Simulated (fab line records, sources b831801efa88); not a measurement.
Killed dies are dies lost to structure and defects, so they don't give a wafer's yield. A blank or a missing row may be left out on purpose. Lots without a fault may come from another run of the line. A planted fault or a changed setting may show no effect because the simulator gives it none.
Which tool did it? | flow sky130 | 11 lots, 33 wafers sampled, at 7 steps of a route of 708

WHAT THE GAUGES READ, wafer by wafer
SKY_LDD_P_OVL_MEAS_08. Usual: LDD_P_OVL 0.1 nm, standard deviation 1.3.
lot  | measured     | on         | LDD_P_OVL (nm) | flag
L993 | day 18 13:48 | overlay-01 | 1.3 1.7 0.1    |
L996 | day 19 10:01 | overlay-01 | 2.3 -0.9 -0.1  |
L102 | day 21 23:54 | overlay-02 | 0.8 -0.3 -0.5  |
L104 | day 22 17:08 | overlay-02 | -2.3 -2.1 0.9  |
L105 | day 24 02:05 | overlay-01 | 1.4 -0.4 -0.3  |
L108 | day 24 15:39 | overlay-02 | 0.9 0.1 -0.1   |
L110 | day 24 23:08 | overlay-01 | 0.8 -0.2 2.0   |
L113 | day 25 13:17 | overlay-02 | -1.9 -0.6 -0.2 |
L114 | day 26 01:35 | overlay-01 | 0.2 -0.7 -0.7  |
L115 | day 26 10:47 | overlay-02 | 0.1 3.1 1.7    |
L116 | day 26 19:50 | overlay-01 | 0.3 -0.1 1.3   |

SKY_POLY_CUT_OVL_MEAS_09. Usual: POLY_CUT_OVL -2 nm, standard deviation 5.9.
lot  | measured     | on         | POLY_CUT_OVL (nm) | flag
L993 | day 23 20:53 | overlay-01 | 4 6 9             |
L996 | day 24 13:32 | overlay-01 | -2 0 11           |
L102 | day 27 04:21 | overlay-02 | -2 -7 -4          |
L104 | day 27 20:10 | overlay-02 | 0 -5 -2           |
L105 | day 29 03:18 | overlay-01 | 3 4 8             |
L108 | day 29 17:44 | overlay-01 | -6 7 -10          |
L110 | day 30 00:45 | overlay-01 | -11 -9 -4         |
L113 | day 30 12:54 | overlay-01 | 3 7 -6            |
L114 | day 31 00:41 | overlay-01 | -6 -3 -12         |
L115 | day 31 09:51 | overlay-01 | -1 3 4            |
L116 | day 31 16:31 | overlay-02 | -8 -5 -10         |

SKY_SD_P_TW_MEAS_11. Usual: SD_P_TW 2833, standard deviation 13.
lot  | measured     | on            | SD_P_TW        | flag
L993 | day 25 03:35 | film_metro-04 | 2850 2842 2857 |
L996 | day 25 20:15 | film_metro-02 | 2856 2869 2867 |
L102 | day 28 09:50 | film_metro-02 | 2559 2551 2571 | OFF
L104 | day 29 00:45 | film_metro-04 | 2589 2584 2576 | OFF
L105 | day 30 09:29 | film_metro-01 | 2838 2842 2846 |
L108 | day 30 21:56 | film_metro-01 | 2833 2831 2837 |
L110 | day 31 05:08 | film_metro-02 | 2831 2831 2859 |
L113 | day 31 16:59 | film_metro-01 | 2814 2822 2814 |
L114 | day 32 04:20 | film_metro-04 | 2831 2845 2820 |
L115 | day 32 13:55 | film_metro-01 | 2834 2841 2844 |
L116 | day 32 20:11 | film_metro-01 | 2832 2844 2840 |

SKY_SD_N_RS_MEAS_17: measures by four-point-probe. Usual: SD_P_RS 147.0 ohm/sq, standard deviation 0.41.
lot  | measured     | on            | SD_P_RS (ohm/sq)  | flag
L993 | day 27 16:29 | film_metro-02 | 147.1 147.7 147.5 |
L996 | day 28 09:22 | film_metro-01 | 146.6 146.6 147.0 |
L102 | day 30 19:35 | film_metro-02 | 170.9 171.1 170.6 | OFF
L104 | day 31 09:04 | film_metro-04 | 170.2 169.8 170.3 | OFF
L105 | day 32 16:59 | film_metro-01 | 147.5 147.4 147.1 |
L108 | day 33 07:07 | film_metro-02 | 147.2 147.6 147.5 |
L110 | day 33 14:12 | film_metro-01 | 147.5 147.2 147.5 |
L113 | day 34 02:13 | film_metro-04 | 147.1 146.9 147.1 |
L114 | day 34 12:47 | film_metro-01 | 146.9 146.8 146.8 |
L115 | day 34 20:47 | film_metro-02 | 147.1 146.9 146.9 |
L116 | day 35 03:22 | film_metro-04 | 146.0 146.7 147.0 |

WHICH TOOL RAN EACH LOT (tool, then ch and the chambers of the sampled wafers, then the start)
lot  | SKY_LDD_HVP_STRIP_09                 | SKY_SD_P_IMPLANT_09             | SKY_SD_P_STRIP_10
L993 | plasma_asher-04 ch 0,1, day 21 03:39 | implanter-01 ch 0, day 25 03:20 | plasma_asher-04 ch 0,1, day 25 03:29
L996 | plasma_asher-04 ch 0,1, day 21 23:05 | implanter-03 ch 0, day 25 20:02 | plasma_asher-04 ch 0,1, day 25 20:10
L102 | plasma_asher-01 ch 0,1, day 24 12:37 | implanter-03 ch 0, day 28 09:37 | plasma_asher-04 ch 0,1, day 28 09:44
L104 | plasma_asher-01 ch 0,1, day 25 05:51 | implanter-03 ch 0, day 29 00:32 | plasma_asher-04 ch 0,1, day 29 00:40
L105 | plasma_asher-01 ch 1, day 26 13:42   | implanter-01 ch 0, day 30 09:05 | plasma_asher-02 ch 0, day 30 09:23
L108 | plasma_asher-04 ch 0,1, day 27 03:33 | implanter-04 ch 0, day 30 21:42 | plasma_asher-03 ch 0,1, day 30 21:50
L110 | plasma_asher-04 ch 0,1, day 27 12:00 | implanter-01 ch 0, day 31 04:54 | plasma_asher-04 ch 0, day 31 05:01
L113 | plasma_asher-03 ch 0,1, day 28 01:21 | implanter-01 ch 0, day 31 16:44 | plasma_asher-03 ch 0,1, day 31 16:53
L114 | plasma_asher-04 ch 0,1, day 28 13:07 | implanter-03 ch 0, day 32 04:05 | plasma_asher-02 ch 0,1, day 32 04:14
L115 | plasma_asher-01 ch 0,1, day 28 22:18 | implanter-03 ch 0, day 32 13:40 | plasma_asher-04 ch 0,1, day 32 13:49
L116 | plasma_asher-04 ch 0,1, day 29 07:16 | implanter-01 ch 0, day 32 19:56 | plasma_asher-03 ch 0,1, day 32 20:05
- SKY_LDD_HVP_STRIP_09: strips in O2/N2.
- SKY_SD_P_IMPLANT_09
- SKY_SD_P_STRIP_10: strips in O2/N2.

WHAT THE TOOLS THEMSELVES READ (means of the sampled wafers that have a number; where no wafer has one, the mark that the record gives instead)
SKY_LDD_HVP_STRIP_09. Usual: drypump_motor_current_A 5.9 A, standard deviation 0.41; oes_product_au 0.409 a.u., standard deviation 0.0049; strip_time_to_endpoint_s 4.139 s, standard deviation 0.014.
lot  | tool            | drypump_motor_current_A (A) | oes_product_au (a.u.) | strip_time_to_endpoint_s (s) | flag
L993 | plasma_asher-04 | 5.7                         | 0.410                 | 4.143                        |
L996 | plasma_asher-04 | 5.5                         | 0.407                 | 4.143                        |
L102 | plasma_asher-01 | 6.1                         | 0.409                 | 4.144                        |
L104 | plasma_asher-01 | 6.2                         | 0.408                 | 4.128                        |
L105 | plasma_asher-01 | 5.9                         | 0.414                 | 4.141                        |
L108 | plasma_asher-04 | 5.5                         | 0.410                 | 4.149                        |
L110 | plasma_asher-04 | 5.6                         | 0.408                 | 4.152                        |
L113 | plasma_asher-03 | 6.1                         | 0.412                 | 4.132                        |
L114 | plasma_asher-04 | 5.7                         | 0.411                 | 4.127                        |
L115 | plasma_asher-01 | 6.1                         | 0.409                 | 4.135                        |
L116 | plasma_asher-04 | 5.6                         | 0.406                 | 4.151                        |

SKY_SD_P_IMPLANT_09. Usual: beam_energy_keV 20.000, standard deviation 0.0068; faraday_current_uA 12877, standard deviation 1500.
lot  | tool         | beam_energy_keV | faraday_current_uA | flag
L993 | implanter-01 | 20.003          | 15457              |
L996 | implanter-03 | 20.008          | 12163              |
L102 | implanter-03 | 14.033          | 11654              | OFF
L104 | implanter-03 | 14.024          | 11921              | OFF
L105 | implanter-01 | 19.998          | 15541              |
L108 | implanter-04 | 20.005          | 12437              |
L110 | implanter-01 | 20.006          | 15625              |
L113 | implanter-01 | 20.004          | 15080              |
L114 | implanter-03 | 19.998          | 11987              |
L115 | implanter-03 | 20.005          | 11866              |
L116 | implanter-01 | 20.004          | 15321              |

SKY_SD_P_STRIP_10. Usual: drypump_motor_current_A 5.8 A, standard deviation 0.36; oes_product_au 0.617 a.u., standard deviation 0.0044; strip_time_to_endpoint_s 17.50 s, standard deviation 0.032.
lot  | tool            | drypump_motor_current_A (A) | oes_product_au (a.u.) | strip_time_to_endpoint_s (s) | flag
L993 | plasma_asher-04 | 5.7                         | 0.621                 | 17.49                        |
L996 | plasma_asher-04 | 5.4                         | 0.614                 | 17.48                        |
L102 | plasma_asher-04 | 5.4                         | 0.636                 | 16.58                        | OFF
L104 | plasma_asher-04 | 5.4                         | 0.639                 | 16.59                        | OFF
L105 | plasma_asher-02 | 5.8                         | 0.619                 | 17.51                        |
L108 | plasma_asher-03 | 6.2                         | 0.619                 | 17.49                        |
L110 | plasma_asher-04 | 5.3                         | 0.617                 | 17.54                        |
L113 | plasma_asher-03 | 6.3                         | 0.618                 | 17.48                        |
L114 | plasma_asher-02 | 5.7                         | 0.617                 | 17.46                        |
L115 | plasma_asher-04 | 5.7                         | 0.620                 | 17.53                        |
L116 | plasma_asher-03 | 6.1                         | 0.620                 | 17.51                        |

THE ANSWER, worked out from the rows above alone
Rule: a lot is off if the mean of its wafers that have a number lies more than 3 standard deviations from the usual mean. A lot without any number at a reading at which 4 lots or more have one is off too. The other lots that the step has rows for count as sound. The gauges are gone through in route order, then the tools' own readings, and for those a lot's mean is taken as printed above. The first step at which some lot is off is used, and at that step the reading that is off furthest; a lot without a number counts as furthest.
Off: L102, L104, at SKY_SD_P_TW_MEAS_11 (SD_P_TW).
A tool fits if, at a process step before that reading, it ran every lot that is off, and no sound lot after the first of them. The gauges at SKY_SD_P_TW_MEAS_11 aren't tried: what is off there is off at SKY_SD_P_IMPLANT_09 too, on other tools, and a gauge's error can't cause that. None of those tried fits.

WHAT THE SIMULATOR HAD PUT IN
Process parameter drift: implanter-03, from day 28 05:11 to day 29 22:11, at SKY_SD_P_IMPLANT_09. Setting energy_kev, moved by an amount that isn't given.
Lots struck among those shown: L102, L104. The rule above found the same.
